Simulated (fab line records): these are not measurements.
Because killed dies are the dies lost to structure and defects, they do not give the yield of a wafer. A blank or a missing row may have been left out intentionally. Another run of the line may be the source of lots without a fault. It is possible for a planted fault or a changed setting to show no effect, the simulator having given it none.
Comparing a struck lot with a sound one / flow sfq-line / 26 steps out of a route of 325
Sound: wafers L205.1, L205.3, L205.6. Struck: wafers L211.1, L211.3, L211.6. At the end, the cause is stated.
For every step that has rows: the tool of each side, followed by ch and its chambers, followed by its first start. Under that, the readings that differ: sound wafers / struck wafers / difference of the means / sigmas: that difference in standard deviations of wafers without a fault.
alike: words and numbers the same on both sides, and readings whose means are apart by under 2 such deviations; not compared: readings that were withheld, readings missing a value for some wafer, numbers with overlapping values and no deviation given by the record, and bounds like >300 which may hide the same value.
Wherever a step has rows on one side only, a row that says differs or no value, or a row with sigmas, the two part there. Numbers that don't overlap but have no deviation are shown without sigmas and don't part them. Lack of a reading on every wafer of one side parts them only where that side has two or more wafers.

SFQ_INCOMING_BOW_MEAS_900:
  sound on film-metro-01, day 1 10:00; struck on film-metro-04, day 2 16:00
  alike: INCOMING_BOW
then, 1 step without rows for these wafers: SFQ_TRILAYER_INCOMING_OXIDATION_002 (target thk 500 nm, ox time 4939 s).
SFQ_TRILAYER_L0_DEP_SPUTTER_003: material MoNx KI, target thk 40 nm, time 100 s.
  sound on pvd-sputter-03, day 1 12:29; struck on pvd-sputter-05, day 2 18:29
  alike: base-pressure-pa, throttle-valve-pct
SFQ_L0_RS_MEAS_901: measures by four-point-probe.
  sound on film-metro-04, day 1 12:34; struck on film-metro-04, day 2 18:34
  alike: L0_MONX_KI_RS
SFQ_L0_THK_MEAS_902: measures by xrf.
  sound on film-metro-04, day 1 12:41; struck on film-metro-04, day 2 18:41
  alike: L0_MONX_KI_THK
then, 6 steps without rows for these wafers: SFQ_TRILAYER_L0_LITHO_COAT_010 (resist thk 62 nm); SFQ_TRILAYER_L0_LITHO_COAT_005 (resist thk 595 nm); SFQ_TRILAYER_L0_LITHO_SOFTBAKE_009; SFQ_TRILAYER_L0_LITHO_EXPOSE_006 (exposes mask L0, target cd 2000 nm); SFQ_TRILAYER_L0_LITHO_PEB_008 (peb time 60 s); SFQ_TRILAYER_L0_LITHO_DEVELOP_007 (time 60 s).
SFQ_TRILAYER_L0_BARC_OPEN_METAL_ETCH_010: etches BARC in O2, target depth 125 nm, time 41.7 s.
  sound on rie-metal-02 ch 0,1, day 2 10:29; struck on rie-metal-02 ch 0,1, day 2 21:17
  no value came back on the struck wafers for bias-w (W), chamber-pressure-mTorr (mTorr), drypump-motor-current-A (A), oes-product-au (a.u.); on the sound wafers bias-w (W) reads 79.97 79.72 80.02
reading=model.KrF_of_TRILAYER_L0_LITHO_COAT_005.thk-nm (nm); sound=517.3 516.1 518.5; struck=568.7 568.3 569.2; difference=+51.4; sigmas=
  not compared: rf-hours-counter-h
SFQ_TRILAYER_L0_ETCH_METAL_ETCH_008: etches MoNx KI in SF6/O2, stops on SiO2, target depth 50 nm, time 25 s.
  sound on rie-metal-02 ch 0,1, day 2 10:32; struck on rie-metal-02 ch 0,1, day 2 21:20
reading=oes-product-au (a.u.); sound=0.874 0.877 0.874; struck=0.374 0.370 0.372; difference=-0.503; sigmas=-64
reading=model.KrF_of_TRILAYER_L0_LITHO_COAT_005.thk-nm (nm); sound=475.5 474.7 477.6; struck=528 526.4 527.5; difference=+51; sigmas=
  alike: bias-w, chamber-pressure-mTorr, drypump-motor-current-A
  not compared: rf-hours-counter-h
SFQ_TRILAYER_L0_STRIP_STRIP_009: strips in O2.
  sound on rie-metal-02 ch 0,1, day 2 10:35; struck on rie-metal-02 ch 0,1, day 2 21:23
  alike: drypump-motor-current-A, oes-product-au
  not compared: rf-hours-counter-h
then, 1 step without rows for these wafers: SFQ_TRILAYER_L0_STRIP_SOLV_CLEAN_010 (cleans in NMP, time 600 s).
SFQ_TRILAYER_L0_CAP_PECVD_011: deposits SiO2 from SiH4/N2O, time 13.333 s, target thk 60 nm.
  sound on pecvd-01 ch 0,2, day 2 11:32; struck on pecvd-03 ch 0,2, day 2 22:10
  alike: heater-power-outer-w, heater-power-w, throttle-valve-pct
  not compared: since-wet-clean-h
then, 3 steps without rows for these wafers: SFQ_TRILAYER_L0_VIA_LITHO_COAT_018 (resist thk 62 nm); SFQ_TRILAYER_L0_VIA_LITHO_COAT_013 (resist thk 639.5 nm); SFQ_TRILAYER_L0_VIA_LITHO_SOFTBAKE_017.
-- the record jumps here: 3 days lie between the struck wafers' starts before and after --
SFQ_TRILAYER_L0_VIA_LITHO_EXPOSE_014: exposes mask L0V, target cd 700 nm.
  sound on krf-scanner-02 ch 0, day 5 03:12; struck on krf-scanner-02, day 5 18:48
  no value came back on the struck wafers for exposure-dose-mJ-cm2, focus-offset-nm (nm); on the sound wafers exposure-dose-mJ-cm2 reads 21.277 21.284 21.308
  alike: mask
then, 2 steps without rows for these wafers: SFQ_TRILAYER_L0_VIA_LITHO_PEB_016 (peb time 60 s); SFQ_TRILAYER_L0_VIA_LITHO_DEVELOP_015 (time 60 s).
SFQ_L0V_OVL_MEAS_903:
  sound on overlay-02, day 5 04:42; struck on overlay-01, day 5 20:18
reading=L0V_OVL (nm); sound=-6 -8 -8; struck=- - -; difference=no value on the struck wafers; sigmas=
SFQ_TRILAYER_L0_VIA_BARC_OPEN_VIA_ETCH_021: etches BARC in O2, target depth 125 nm, time 41.7 s.
  sound on rie-diel-02 ch 0,3, day 5 04:44; struck on rie-diel-04 ch 0,1,2, day 5 20:20
  alike: bias-w, chamber-pressure-mTorr, drypump-motor-current-A, oes-product-au
  not compared: rf-hours-counter-h
SFQ_TRILAYER_L0_VIA_ETCH_VIA_ETCH_016: etches SiO2 in CHF3, stops on MoNx KI, target depth 80 nm.
  sound on rie-diel-02 ch 0,3, day 5 04:47; struck on rie-diel-04 ch 0,1,2, day 5 20:23
reading=oes-product-au (a.u.); sound=0.823 0.844 0.843; struck=0.374 0.379 0.378; difference=-0.460; sigmas=-60
  alike: bias-w, chamber-pressure-mTorr, drypump-motor-current-A
SFQ_TRILAYER_L0_VIA_STRIP_STRIP_017: strips in O2.
  sound on rie-metal-03 ch 0, day 5 04:49; struck on rie-metal-03 ch 0, day 5 20:25
  alike: drypump-motor-current-A, oes-product-au
  not compared: rf-hours-counter-h

## WHERE THEY PART
At SFQ_TRILAYER_L0_BARC_OPEN_METAL_ETCH_010 first; at SFQ_TRILAYER_L0_VIA_ETCH_VIA_ETCH_016 last (within this record only). Later steps at which nothing parts them and some readings are alike: SFQ_TRILAYER_L0_VIA_STRIP_STRIP_017.

WHY: what the simulator had put in
Skipped step whole: rie-metal-02, from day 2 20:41 on, at SFQ_TRILAYER_L0_BARC_OPEN_METAL_ETCH_010. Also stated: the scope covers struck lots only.
